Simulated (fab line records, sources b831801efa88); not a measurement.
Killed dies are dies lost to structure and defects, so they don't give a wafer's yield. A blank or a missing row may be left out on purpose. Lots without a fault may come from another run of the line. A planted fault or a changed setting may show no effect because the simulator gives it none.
Which tool did it? | flow gf180mcu | 14 lots, 42 wafers sampled, at 6 steps of a route of 602

WHAT THE GAUGES READ, wafer by wafer
GF_STI_CD_MEAS_12: target cd 220 nm.
lot  | measured    | on        | cd_nm (nm)
L741 | day 2 01:44 | cd_sem-02 | 220.6 220.0 220.8
L742 | day 2 07:14 | cd_sem-01 | 217.4 216.5 218.1
L743 | day 2 11:20 | cd_sem-01 | 220.3 217.8 220.2
L744 | day 2 16:47 | cd_sem-02 | 220.5 221.3 221.4
L746 | day 3 03:06 | cd_sem-01 | 218.6 219.1 219.0
L750 | day 3 23:28 | cd_sem-02 | 218.8 219.0 219.4
L751 | day 4 04:25 | cd_sem-02 | 221.3 220.9 221.0
L752 | day 4 10:37 | cd_sem-01 | 223.0 221.2 221.4
L755 | day 5 02:06 | cd_sem-02 | 218.9 219.1 219.2
L757 | day 5 11:50 | cd_sem-01 | 220.7 222.0 221.6
L758 | day 5 15:47 | cd_sem-01 | 221.7 220.2 221.6
L759 | day 5 22:17 | cd_sem-02 | 220.7 219.7 220.4
L760 | day 6 04:54 | cd_sem-01 | 220.9 221.4 222.0
L762 | day 6 13:32 | cd_sem-02 | 221.7 222.0 222.6

GF_NWELL_OVL_MEAS_07.
lot  | measured    | on         | NWELL_OVL (nm)
L741 | day 3 07:22 | overlay-01 | -1.7 -1.3 -0.9
L742 | day 3 13:16 | overlay-01 | 0.9 -2.2 0.1
L743 | day 3 18:40 | overlay-01 | -0.8 -0.8 -1.1
L744 | day 3 23:44 | overlay-02 | 1.3 0.2 0.3
L746 | day 4 10:11 | overlay-02 | -1.2 -1.1 -1.5
L750 | day 5 08:11 | overlay-01 | 2.1 0.5 0.6
L751 | day 5 13:08 | overlay-01 | -2.5 -1.9 -2.3
L752 | day 5 20:04 | overlay-01 | 0.5 -1.2 -0.9
L755 | day 6 12:38 | overlay-01 | -2.0 -3.2 -3.9
L757 | day 6 22:04 | overlay-02 | -1.6 -1.2 0.6
L758 | day 7 02:32 | overlay-02 | 0.7 -0.4 0.1
L759 | day 7 09:04 | overlay-01 | -0.2 -0.2 0.0
L760 | day 7 16:11 | overlay-02 | -0.4 0.8 -0.1
L762 | day 8 02:08 | overlay-01 | -1.3 -1.4 -1.6

GF_MVSD_TW_MEAS_11.
lot  | measured    | on            | MVSD_TW
L741 | day 4 11:24 | film_metro-03 | 1555 1543 1540
L742 | day 4 17:23 | film_metro-01 | 1577 1569 1571
L743 | day 4 23:22 | film_metro-03 | 1547 1546 1551
L744 | day 5 04:12 | film_metro-01 | 1579 1575 1571
L746 | day 5 15:08 | film_metro-04 | 1563 1568 1566
L750 | day 6 15:15 | film_metro-04 | 1571 1568 1568
L751 | day 6 19:38 | film_metro-04 | 1569 1572 1561
L752 | day 7 04:12 | film_metro-01 | 1568 1560 1568
L755 | day 7 21:05 | film_metro-01 | 1582 1575 1570
L757 | day 8 06:32 | film_metro-03 | 1533 1540 1536
L758 | day 8 12:00 | film_metro-01 | 1500 1493 1506
L759 | day 8 17:41 | film_metro-03 | 1463 1470 1468
L760 | day 9 00:25 | film_metro-04 | 1568 1565 1556
L762 | day 9 11:34 | film_metro-04 | 1568 1578 1573

GF_VT_IMPLANT_RS_MEAS_46: measures by four-point-probe.
lot  | measured     | on            | MVSD_RS (ohm/sq)
L741 | day 7 13:52  | film_metro-03 | 455.1 458.0 456.9
L742 | day 7 21:41  | film_metro-03 | 456.2 456.9 456.3
L743 | day 8 05:12  | film_metro-03 | 456.7 455.2 455.3
L744 | day 8 08:24  | film_metro-03 | 456.2 456.6 456.5
L746 | day 8 21:41  | film_metro-03 | 457.3 456.4 456.3
L750 | day 10 00:44 | film_metro-03 | 455.8 456.3 456.0
L751 | day 10 05:53 | film_metro-03 | 456.4 456.9 457.1
L752 | day 10 16:46 | film_metro-04 | 458.5 459.6 456.9
L755 | day 11 12:16 | film_metro-03 | 454.3 456.9 455.5
L757 | day 11 23:24 | film_metro-01 | 455.7 455.8 456.2
L758 | day 12 05:38 | film_metro-04 | - - -
L759 | day 12 13:23 | film_metro-04 | - - -
L760 | day 12 21:36 | film_metro-04 | 459.8 460.3 460.1
L762 | day 13 09:37 | film_metro-01 | 455.8 457.0 457.4

WHICH TOOL RAN EACH LOT (tool, then ch and the chambers of the sampled wafers, then the start)
lot  | GF_MVSD_IMPLANT_09             | GF_VT_IMPLANT_STRIP_09
L741 | implanter-03 ch 0, day 4 11:10 | plasma_asher-01 ch 0,1, day 5 16:10
L742 | implanter-04 ch 0, day 4 17:08 | plasma_asher-02 ch 0,1, day 5 23:01
L743 | implanter-01 ch 0, day 4 22:58 | plasma_asher-04 ch 0,1, day 6 05:09
L744 | implanter-04 ch 0, day 5 03:58 | plasma_asher-04 ch 0,1, day 6 09:11
L746 | implanter-04 ch 0, day 5 14:55 | plasma_asher-01 ch 0,1, day 6 21:20
L750 | implanter-01 ch 0, day 6 15:00 | plasma_asher-01 ch 0,1, day 7 22:27
L751 | implanter-03 ch 0, day 6 19:23 | plasma_asher-02 ch 0,1, day 8 03:54
L752 | implanter-03 ch 0, day 7 03:57 | plasma_asher-04 ch 0,1, day 8 13:04
L755 | implanter-01 ch 0, day 7 20:52 | plasma_asher-02 ch 0,1, day 9 05:20
L757 | implanter-03 ch 0, day 8 06:17 | plasma_asher-02 ch 0,1, day 9 16:23
L758 | implanter-04, day 8 11:45      | plasma_asher-02 ch 0, day 9 21:55
L759 | implanter-01, day 8 17:28      | plasma_asher-02 ch 0,1, day 10 04:22
L760 | implanter-03 ch 0, day 9 00:10 | plasma_asher-02 ch 0,1, day 10 11:47
L762 | implanter-03 ch 0, day 9 11:19 | plasma_asher-01 ch 0,1, day 10 23:20
- GF_MVSD_IMPLANT_09
- GF_VT_IMPLANT_STRIP_09: strips in O2/N2.

WHAT THE TOOLS THEMSELVES READ (means of the sampled wafers that have a number; where no wafer has one, the mark that the record gives instead)
GF_MVSD_IMPLANT_09.
lot  | tool         | beam_energy_keV | beam_on_s (s) | dose_ions_cm2 | faraday_current_uA
L741 | implanter-03 | 100.01          | 10.24         | 5e+12         | 27.5
L742 | implanter-04 | 99.98           | 9.82          | 5e+12         | 28.7
L743 | implanter-01 | 100.04          | 10.00         | 5e+12         | 28.2
L744 | implanter-04 | 99.98           | 9.95          | 5e+12         | 28.4
L746 | implanter-04 | 100.04          | 9.89          | 5e+12         | 28.5
L750 | implanter-01 | 99.98           | 10.01         | 5e+12         | 28.2
L751 | implanter-03 | 99.99           | 10.06         | 5e+12         | 28.1
L752 | implanter-03 | 100.00          | 10.04         | 5e+12         | 28.2
L755 | implanter-01 | 99.99           | 10.00         | 5e+12         | 28.2
L757 | implanter-03 | 99.97           | 10.05         | 5e+12         | 28.1
L758 | implanter-04 | -               | -             | -             | -
L759 | implanter-01 | -               | -             | -             | -
L760 | implanter-03 | 100.04          | 10.20         | 5e+12         | 27.6
L762 | implanter-03 | 100.06          | 10.00         | 5e+12         | 28.1

GF_VT_IMPLANT_STRIP_09.
lot  | tool            | drypump_motor_current_A (A) | heater_power_w (W) | oes_product_au (a.u.) | strip_time_to_endpoint_s (s)
L741 | plasma_asher-01 | 6.3                         | 292                | 0.716                 | 12.594
L742 | plasma_asher-02 | 5.4                         | 362                | 0.720                 | 12.575
L743 | plasma_asher-04 | 6.3                         | 324                | 0.718                 | 12.629
L744 | plasma_asher-04 | 6.2                         | 328                | 0.718                 | 12.587
L746 | plasma_asher-01 | 6.1                         | 336                | 0.716                 | 12.593
L750 | plasma_asher-01 | 6.1                         | 336                | 0.716                 | 12.595
L751 | plasma_asher-02 | 5.8                         | 365                | 0.709                 | 12.631
L752 | plasma_asher-04 | 6.2                         | 330                | 0.715                 | 12.601
L755 | plasma_asher-02 | 5.8                         | 362                | 0.711                 | 12.593
L757 | plasma_asher-02 | 5.5                         | 360                | 0.707                 | 12.643
L758 | plasma_asher-02 | 5.0                         | 350                | 0.717                 | 12.630
L759 | plasma_asher-02 | 5.4                         | 365                | 0.715                 | 12.597
L760 | plasma_asher-02 | 5.8                         | 369                | 0.712                 | 12.562
L762 | plasma_asher-01 | 6.1                         | 334                | 0.716                 | 12.581

THE ANSWER, worked out from the rows above alone
Rule: what is usual is taken from the lots themselves. Put in order of their means at a reading, lots are off if they are a third of the lots or fewer, leave a main group of 4 or more, and stand apart from it by a gap of 3 or more times the standard deviation of the main group's means; of several such gaps the widest counts. A main group whose means are all the same, to the digits that the tables above print for the reading, isn't used. A lot without any number at a reading at which 4 lots or more have one is off too. The other lots that the step has rows for count as sound. The gauges are gone through in route order, then the tools' own readings, and for those a lot's mean is taken as printed above. The first step at which some lot is off is used, and at that step the reading that is off furthest; a lot without a number counts as furthest.
Off: L758, L759, at GF_MVSD_TW_MEAS_11 (MVSD_TW). The main group: mean 1563, standard deviation 12.
A tool fits if, at a process step before that reading, it ran every lot that is off, and no sound lot after the first of them. The gauges at GF_MVSD_TW_MEAS_11 aren't tried: what is off there is off at GF_VT_IMPLANT_RS_MEAS_46 too, on other tools, and a gauge's error can't cause that. None of those tried fits.

WHAT THE SIMULATOR HAD PUT IN
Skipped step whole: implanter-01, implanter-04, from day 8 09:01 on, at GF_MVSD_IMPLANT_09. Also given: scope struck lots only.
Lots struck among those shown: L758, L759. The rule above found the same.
